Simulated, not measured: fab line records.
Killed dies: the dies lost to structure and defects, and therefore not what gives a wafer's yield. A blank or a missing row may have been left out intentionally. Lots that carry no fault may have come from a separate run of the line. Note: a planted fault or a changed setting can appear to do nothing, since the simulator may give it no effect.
A struck lot beside a sound one | flow gf180mcu | 22 out of 602 route steps
Sound: these wafers, L781.1, L781.2, L781.5. Wafers L772.2, L772.4, L772.5 were the ones struck. At the end, the cause is stated.
Per side, at each step with rows, come the tool, then ch with its chambers, and then its first start. Under that, the readings that differ: sound wafers | struck wafers | difference of the means | sigmas: that difference in standard deviations of wafers without a fault.
alike: readings whose means differ by less than 2 such deviations, and words and numbers that are the same on both sides. not compared: withheld readings, readings that some wafer has no value for, bounds like >300 that may hide the same value, and numbers for which the record gives no deviation and whose values overlap.
A row with sigmas, a row that says differs or no value, or rows on one side alone: a step with any of these is where the two part. Numbers that have no deviation but don't overlap get no sigmas and don't part them. Lack of a reading on every wafer of one side parts them only where that side has two or more wafers.

first, 3 steps without rows for these wafers: GF_HV_LDD_EXPOSE_04 (exposes mask Nplus LV AREA, target cd 400 nm); GF_HV_LDD_PEB_05; GF_HV_LDD_DEVELOP_06 (develop time 60 s).
GF_HV_LDD_CD_MEAS_07 targets a cd of 400 nm.
  sound on cd_sem-02, day 14 18:34; struck on cd_sem-02, day 11 20:11
  alike: cd_nm
GF_HV_LDD_OVL_MEAS_08:
  sound on overlay-01, day 14 18:41; struck on overlay-02, day 11 20:18
  alike: HV_LDD_OVL
following that, these wafers have no rows for 1 step: GF_HV_LDD_IMPLANT_09.
GF_HV_LDD_STRIP_10: strips in O2/N2.
  sound on plasma_asher-03 ch 0,1, day 14 18:52; struck on plasma_asher-03 ch 0,1, day 11 20:29
  alike: drypump_motor_current_A, heater_power_w, oes_product_au, strip_time_to_endpoint_s
  not compared: rf_hours_counter_h
GF_HV_LDD_TW_MEAS_11:
  sound on film_metro-01, day 14 18:58; struck on film_metro-01, day 11 20:35
  alike: HV_LDD_TW
then, 4 steps without rows for these wafers: GF_HV_LDD_DEHYDRATE_12 (time 60 s); GF_HV_LDD_HMDS_13 (prime time 60 s); GF_HV_LDD_COAT_14 (resist thk 1000 nm); GF_HV_LDD_SOFTBAKE_15 (time 60 s).
GF_HV_LDD_EXPOSE_16: exposes mask Pplus LV AREA, target cd 400 nm.
  sound on iline_stepper-01 ch 0, day 15 05:21; struck on iline_stepper-02 ch 0, day 12 05:56
  reading | sound                                           | struck                                          | difference | sigmas
  mask    | Pplus_LV_AREA#0 Pplus_LV_AREA#0 Pplus_LV_AREA#0 | Nplus_LV_AREA#0 Nplus_LV_AREA#0 Nplus_LV_AREA#0 | differs    |
then, 2 steps without rows for these wafers: GF_HV_LDD_PEB_17; GF_HV_LDD_DEVELOP_18 (develop time 60 s).
GF_HV_LDD_CD_MEAS_19 targets a cd of 400 nm.
  sound on cd_sem-02, day 15 16:10; struck on cd_sem-02, day 12 15:29
  reading    | sound             | struck | difference                    | sigmas
  cd_nm (nm) | 401.9 401.9 401.7 | - - -  | no value on the struck wafers |
GF_HV_LDD_OVL_MEAS_20:
  sound on overlay-02, day 15 16:17; struck on overlay-02, day 12 15:35
  reading            | sound          | struck | difference                    | sigmas
  HV_LDD_01_OVL (nm) | -3.7 -0.3 -1.5 | - - -  | no value on the struck wafers |
following that, these wafers have no rows for 1 step: GF_HV_LDD_IMPLANT_21.
GF_HV_LDD_STRIP_22: strips in O2/N2.
  sound on plasma_asher-01 ch 0,1, day 15 16:28; struck on plasma_asher-01 ch 0,1, day 12 15:46
  alike: drypump_motor_current_A, heater_power_w, oes_product_au, strip_time_to_endpoint_s
  not compared: rf_hours_counter_h
GF_HV_LDD_TW_MEAS_23:
  sound on film_metro-01, day 15 16:34; struck on film_metro-02, day 12 15:53
  reading     | sound          | struck   | difference | sigmas
  HV_LDD_2_TW | 1057 1044 1048 | 30 30 30 | -1020      | -99 or more
then, 1 step without rows for these wafers: GF_HV_LDD_DEHYDRATE_24 (time 60 s).
-- a jump in the record: the struck wafers' starts before and after are 18 days apart (it breaks off in module HV_LDD and resumes in module PASSIVATION, where the first step shown is number 602 of the route) --
GF_PASSIVATION_PROBE_99:
  the record has rows for the struck wafers here (prober-01, day 30 20:51) and none for the sound ones

## WHERE THEY PART
Earliest at GF_HV_LDD_EXPOSE_16; latest, in this record, at GF_PASSIVATION_PROBE_99.

WHY: the cause the simulator had injected
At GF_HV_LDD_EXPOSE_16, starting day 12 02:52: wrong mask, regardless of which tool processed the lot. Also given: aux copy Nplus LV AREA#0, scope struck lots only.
